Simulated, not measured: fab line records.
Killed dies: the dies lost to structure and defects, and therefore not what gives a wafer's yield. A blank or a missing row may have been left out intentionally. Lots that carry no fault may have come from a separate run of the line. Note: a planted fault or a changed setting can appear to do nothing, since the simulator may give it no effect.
Which of the tools did it?    flow sky130    13 lots, 39 wafers sampled, at 5 steps of a route of 708

## WHAT THE GAUGES SHOWED, per wafer
SKY_FIELD_ISO_THK_MEAS_02. Usual: FIELD_ISO_OXIDATION_00_THK typically reads 12.02 nm, with standard deviation 0.2.
lot   measured     on             FIELD_ISO_OXIDATION_00_THK (nm)  flag
L323  day 1 12:17  film metro-01  11.95 11.87 11.87                
L324  day 1 16:49  film metro-04  12.34 12.23 12.11                
L328  day 2 13:31  film metro-04  12.17 12.19 12.02                
L329  day 2 17:59  film metro-03  12.26 12.11 11.86                
L332  day 3 09:08  film metro-03  11.99 12.18 11.89                
L333  day 3 14:54  film metro-03  12.34 12.39 12.52                
L335  day 4 01:39  film metro-01  11.92 12.11 12.24                
L336  day 4 05:02  film metro-01  11.95 11.82 12.04                
L337  day 4 10:15  film metro-01  12.11 12.18 11.96                
L338  day 4 15:04  film metro-03  11.97 11.76 11.89                
L341  day 5 07:07  film metro-04  12.44 12.31 12.19                
L342  day 5 11:17  film metro-03  11.52 11.88 11.84                
L346  day 6 06:38  film metro-04  11.80 12.17 12.15                

SKY_FIELD_ISO_THK_MEAS_25. Usual: FIELD_ISO_CVD_24_THK typically reads 594 nm, with standard deviation 6.6.
lot   measured     on             FIELD_ISO_CVD_24_THK (nm)  flag
L323  day 2 06:33  film metro-04  591 587 583                
L324  day 2 12:08  film metro-03  588 597 599                
L328  day 3 11:49  film metro-01  600 600 599                
L329  day 3 14:49  film metro-01  600 594 592                
L332  day 4 05:59  film metro-04  583 589 587                
L333  day 4 12:00  film metro-04  602 593 592                
L335  day 4 22:02  film metro-03  591 592 587                
L336  day 5 03:14  film metro-01  594 598 597                
L337  day 5 08:31  film metro-04  603 605 604                
L338  day 5 14:07  film metro-03  597 596 593                
L341  day 9 18:59  film metro-03  591 591 589                
L342  day 9 18:56  film metro-01  592 583 587                
L346  day 9 19:03  film metro-01  591 592 592                

SKY_DNWELL_TW_MEAS_09. Usual: DNWELL_TW typically reads 1110, with standard deviation 11.
lot   measured      on             DNWELL_TW       flag
L323  day 3 03:37   film metro-02  1113 1111 1118  
L324  day 3 08:50   film metro-01  1102 1099 1095  
L328  day 4 08:40   film metro-03  1138 1127 1133  
L329  day 4 13:04   film metro-02  1110 1108 1105  
L332  day 5 04:57   film metro-01  1100 1103 1101  
L333  day 5 09:25   film metro-02  1109 1100 1107  
L335  day 5 18:46   film metro-01  1107 1108 1106  
L336  day 6 02:01   film metro-01  1104 1097 1099  
L337  day 6 05:28   film metro-01  1108 1105 1106  
L338  day 6 10:19   film metro-03  1129 1124 1129  
L341  day 11 07:04  film metro-02  1103 1104 1105  
L342  day 11 07:09  film metro-01  1099 1096 1097  
L346  day 11 07:48  film metro-01  1101 1110 1106  

SKY_VT_ADJUST_HVTR_TW_MEAS_11. Usual: VT_ADJUST_HVTR_TW typically reads 210.2, with standard deviation 2.1.
lot   measured      on             VT_ADJUST_HVTR_TW                    flag
L323  day 8 06:38   film metro-03  212.2 212.9 213.2                    
L324  day 8 09:11   film metro-03  213.3 212.4 213.4                    
L328  day 8 22:34   film metro-01  209.5 208.8 209.1                    
L329  day 9 09:05   film metro-03  214.9 213.9 214.3                    
L332  day 10 01:43  film metro-02  208.9 209.0 208.3                    
L333  day 10 03:15  film metro-01  208.8 210.3 209.2                    
L335  day 10 14:37  film metro-02  208.4 207.2 208.7                    
L336  day 10 19:13  film metro-02  229.2 229.1 228.1 229.1 228.6 228.8  OFF
L337  day 10 23:23  film metro-02  208.6 209.2 208.5                    
L338  day 11 06:50  film metro-02  230.6 232.4 231.6 231.0 230.3 230.2  OFF
L341  day 20 04:12  film metro-03  212.4 212.0 212.3                    
L342  day 20 04:21  film metro-02  210.8 210.4 210.8                    
L346  day 20 04:53  film metro-02  210.7 210.2 209.7                    

## EACH LOT AND THE TOOL THAT RAN IT (in order: tool; ch and the chambers of the sampled wafers; start)
lot   SKY_VT_ADJUST_HVTR_IMPLANT_09
L323  implanter-01 ch 0, day 8 06:23
L324  implanter-02 ch 0, day 8 08:56
L328  implanter-01 ch 0, day 8 22:19
L329  implanter-04 ch 0, day 9 08:50
L332  implanter-02 ch 0, day 10 01:28
L333  implanter-02 ch 0, day 10 03:00
L335  implanter-01 ch 0, day 10 14:22
L336  implanter-01 ch 0, day 10 18:58
L337  implanter-04 ch 0, day 10 23:08
L338  implanter-01 ch 0, day 11 06:35
L341  implanter-01 ch 0, day 20 03:58
L342  implanter-04 ch 0, day 20 04:07
L346  implanter-01 ch 0, day 20 04:38
- SKY_VT_ADJUST_HVTR_IMPLANT_09

## WHAT THE TOOLS THEMSELVES READ (means of the sampled wafers that have a number; where no wafer has one, the mark that the record gives instead)
SKY_VT_ADJUST_HVTR_IMPLANT_09. Usual: dose ions cm2 2.0996e+12, standard deviation 2.5e+09; faraday current uA 11.84, standard deviation 0.25.
lot   tool          dose ions cm2  faraday current uA  flag
L323  implanter-01  2.0990e+12     11.88               
L324  implanter-02  2.0997e+12     11.65               
L328  implanter-01  2.0962e+12     11.77               
L329  implanter-04  2.0998e+12     11.66               
L332  implanter-02  2.1008e+12     11.79               
L333  implanter-02  2.1012e+12     11.86               
L335  implanter-01  2.1003e+12     11.90               
L336  implanter-01  2.9040e+12     16.40               OFF
L337  implanter-04  2.0976e+12     11.90               
L338  implanter-01  2.9052e+12     16.37               OFF
L341  implanter-01  2.0989e+12     11.79               
L342  implanter-04  2.0965e+12     11.87               
L346  implanter-01  2.1028e+12     11.73               

## THE ANSWER, worked out from the rows above alone
Rule: lot off if the mean of its wafers having a number is beyond 3 standard deviations from the usual mean. A lot without any number at a reading at which 4 lots or more have one is off too. Any other lot the step has rows for is counted as sound. First the gauges in route order, then the tools' own readings, where a lot's mean is used as printed above. The first step at which some lot is off is used, and at that step the reading that is off furthest; a lot without a number counts as furthest.
Off: at SKY_VT_ADJUST_HVTR_TW_MEAS_11 (VT_ADJUST_HVTR_TW), L336, L338.
A tool fits if, at a process step before that reading, it ran every lot that is off, and no sound lot after the first of them. Not tried: the gauges at SKY_VT_ADJUST_HVTR_TW_MEAS_11; whatever is off there is also off at SKY_VT_ADJUST_HVTR_IMPLANT_09, on other tools, and gauge error can't account for it. None of those tried fits.

## WHAT THE SIMULATOR PUT IN
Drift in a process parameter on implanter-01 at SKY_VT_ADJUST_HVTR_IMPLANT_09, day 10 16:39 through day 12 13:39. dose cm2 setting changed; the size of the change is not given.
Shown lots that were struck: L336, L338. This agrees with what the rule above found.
